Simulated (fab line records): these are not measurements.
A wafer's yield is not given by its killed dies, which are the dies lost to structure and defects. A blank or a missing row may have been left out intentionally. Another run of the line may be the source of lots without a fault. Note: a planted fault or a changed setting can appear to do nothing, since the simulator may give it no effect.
What tool caused it?	flow sky130	12 lots, 36 wafers sampled, at 4 steps of a route of 708

WHAT EACH GAUGE READ, for each wafer
SKY_METAL4_CD_MEAS_13 targets a cd of 300 nm. Usual: 299.9 nm for cd_nm, sd 1.5.
lot	measured	on	cd_nm (nm)	flag
L834	day 41 06:13	cd_sem-01	300.6 300.6 300.9	
L835	day 42 03:22	cd_sem-01	300.6 300.3 301.6	
L836	day 42 19:22	cd_sem-02	300.1 299.4 299.8	
L838	day 42 19:53	cd_sem-01	299.7 301.1 300.6	
L840	day 44 09:03	cd_sem-02	301.7 300.4 299.9	
L842	day 44 09:46	cd_sem-01	302.4 303.2 301.7	
L843	day 44 14:17	cd_sem-02	300.0 300.8 301.0	
L844	day 44 15:29	cd_sem-02	300.7 300.4 300.8	
L847	day 46 00:08	cd_sem-02	300.4 301.2 301.5	
L846	day 46 01:45	cd_sem-01	298.1 299.6 299.9	
L845	day 46 03:42	cd_sem-01	301.4 301.4 300.8	
L857	day 47 23:16	cd_sem-01	302.3 301.7 301.0	

SKY_VIA4_THK_MEAS_01. Usual: VIA4_HDPCVD_THK 1759 nm, standard deviation 17.
lot	measured	on	VIA4_HDPCVD_THK (nm)	flag
L834	day 41 07:31	film_metro-04	1725 1753 1745	
L835	day 42 04:41	film_metro-03	1770 1754 1770	
L836	day 42 20:37	film_metro-02	1726 1721 1736	
L838	day 42 21:08	film_metro-02	1769 1794 1761	
L840	day 44 10:20	film_metro-03	1751 1746 1765	
L842	day 44 11:01	film_metro-03	1762 1779 1769	
L843	day 44 15:33	film_metro-03	1762 1737 1778	
L844	day 44 16:43	film_metro-02	1757 1764 1748	
L847	day 46 01:34	film_metro-02	2114 2112 2111	OFF
L846	day 46 03:10	film_metro-03	2133 2121 2130	OFF
L845	day 46 05:05	film_metro-03	1747 1736 1750	
L857	day 48 00:35	film_metro-02	1777 1773 1775	

EACH LOT AND THE TOOL THAT RAN IT (in order: tool; ch and the chambers of the sampled wafers; start)
lot	SKY_METAL4_SPUTTER_03	SKY_VIA4_HDPCVD_00
L834	pvd_sputter-01, day 39 04:49	hdpcvd-01 ch 0,1, day 41 07:20
L835	pvd_sputter-03, day 40 02:26	hdpcvd-02 ch 0,1, day 42 04:31
L836	pvd_sputter-03, day 40 19:26	hdpcvd-01 ch 1,2, day 42 20:25
L838	pvd_sputter-01, day 40 21:34	hdpcvd-02 ch 0,1, day 42 20:57
L840	pvd_sputter-01, day 42 10:22	hdpcvd-02 ch 0,1,2, day 44 10:09
L842	pvd_sputter-03, day 42 11:19	hdpcvd-01 ch 1,2, day 44 10:49
L843	pvd_sputter-04, day 42 15:34	hdpcvd-01 ch 0,2, day 44 15:22
L844	pvd_sputter-01, day 42 17:58	hdpcvd-01 ch 0,1,2, day 44 16:31
L847	pvd_sputter-03, day 44 05:39	hdpcvd-01 ch 0,2, day 46 01:23
L846	pvd_sputter-01, day 44 06:47	hdpcvd-01 ch 0,1, day 46 02:59
L845	pvd_sputter-01, day 44 09:52	hdpcvd-02 ch 0,1, day 46 04:54
L857	pvd_sputter-01, day 46 06:10	hdpcvd-02 ch 0,1, day 48 00:19
- SKY_METAL4_SPUTTER_03: material Ti, target thk 5 nm, time 3.3 s.
- SKY_VIA4_HDPCVD_00: deposits SiO2, target thk 1750 nm, time 291.7 s.

AS READ BY THE TOOLS THEMSELVES (means over the sampled wafers that have a number; for cases with no such wafer, the mark the record gives instead)
SKY_METAL4_SPUTTER_03. Usual: 29.6 % for throttle_valve_pct, sd 1.3.
lot	tool	throttle_valve_pct (%)	flag
L834	pvd_sputter-01	30.0	
L835	pvd_sputter-03	28.5	
L836	pvd_sputter-03	29.2	
L838	pvd_sputter-01	29.2	
L840	pvd_sputter-01	31.0	
L842	pvd_sputter-03	29.8	
L843	pvd_sputter-04	29.0	
L844	pvd_sputter-01	29.9	
L847	pvd_sputter-03	28.5	
L846	pvd_sputter-01	29.6	
L845	pvd_sputter-01	29.3	
L857	pvd_sputter-01	29.4	

SKY_VIA4_HDPCVD_00. Usual: 60.00 sccm for sih4_flow_sccm, sd 0.17.
lot	tool	sih4_flow_sccm (sccm)	flag
L834	hdpcvd-01	59.91	
L835	hdpcvd-02	59.99	
L836	hdpcvd-01	59.95	
L838	hdpcvd-02	60.07	
L840	hdpcvd-02	60.01	
L842	hdpcvd-01	60.08	
L843	hdpcvd-01	60.08	
L844	hdpcvd-01	59.97	
L847	hdpcvd-01	72.05	OFF
L846	hdpcvd-01	71.85	OFF
L845	hdpcvd-02	59.98	
L857	hdpcvd-02	60.01	

THE ANSWER, worked out from the rows above alone
Rule: lot off if the mean of its wafers having a number is beyond 3 standard deviations from the usual mean. Also off: a lot with no number at a reading for which 4 or more lots have one. The other lots that the step has rows for count as sound. First the gauges in route order, then the tools' own readings, where a lot's mean is used as printed above. The first step at which some lot is off is used, and at that step the reading that is off furthest; a lot without a number counts as furthest.
Off: at SKY_VIA4_THK_MEAS_01 (VIA4_HDPCVD_THK), L847, L846.
A tool fits if, at a process step before that reading, it ran every lot that is off, and no sound lot after the first of them. The gauges at SKY_VIA4_THK_MEAS_01 aren't tried: what is off there is off at SKY_VIA4_HDPCVD_00 too, on other tools, and a gauge's error can't cause that. One fits: hdpcvd-01 at SKY_VIA4_HDPCVD_00. A fault onset in the window from L844 (day 44 16:31, its last sound lot) to L847 (day 46 01:23, its first lot off) fits.
The tool's own readings at SKY_VIA4_HDPCVD_00 bear it out: on the lots that are off they differ by more than 5 times the standard deviation of the sound lots' means. sih4_flow_sccm reads 71.95 sccm there against 60.00 sccm on the sound lots.

WHAT THE SIMULATOR PUT IN
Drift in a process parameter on hdpcvd-01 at SKY_VIA4_HDPCVD_00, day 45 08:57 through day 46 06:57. The setting sih4_flow_sccm was moved by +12, starting from 60. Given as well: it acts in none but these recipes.
Lots struck among those shown: L847, L846. The same result came from the rule above.
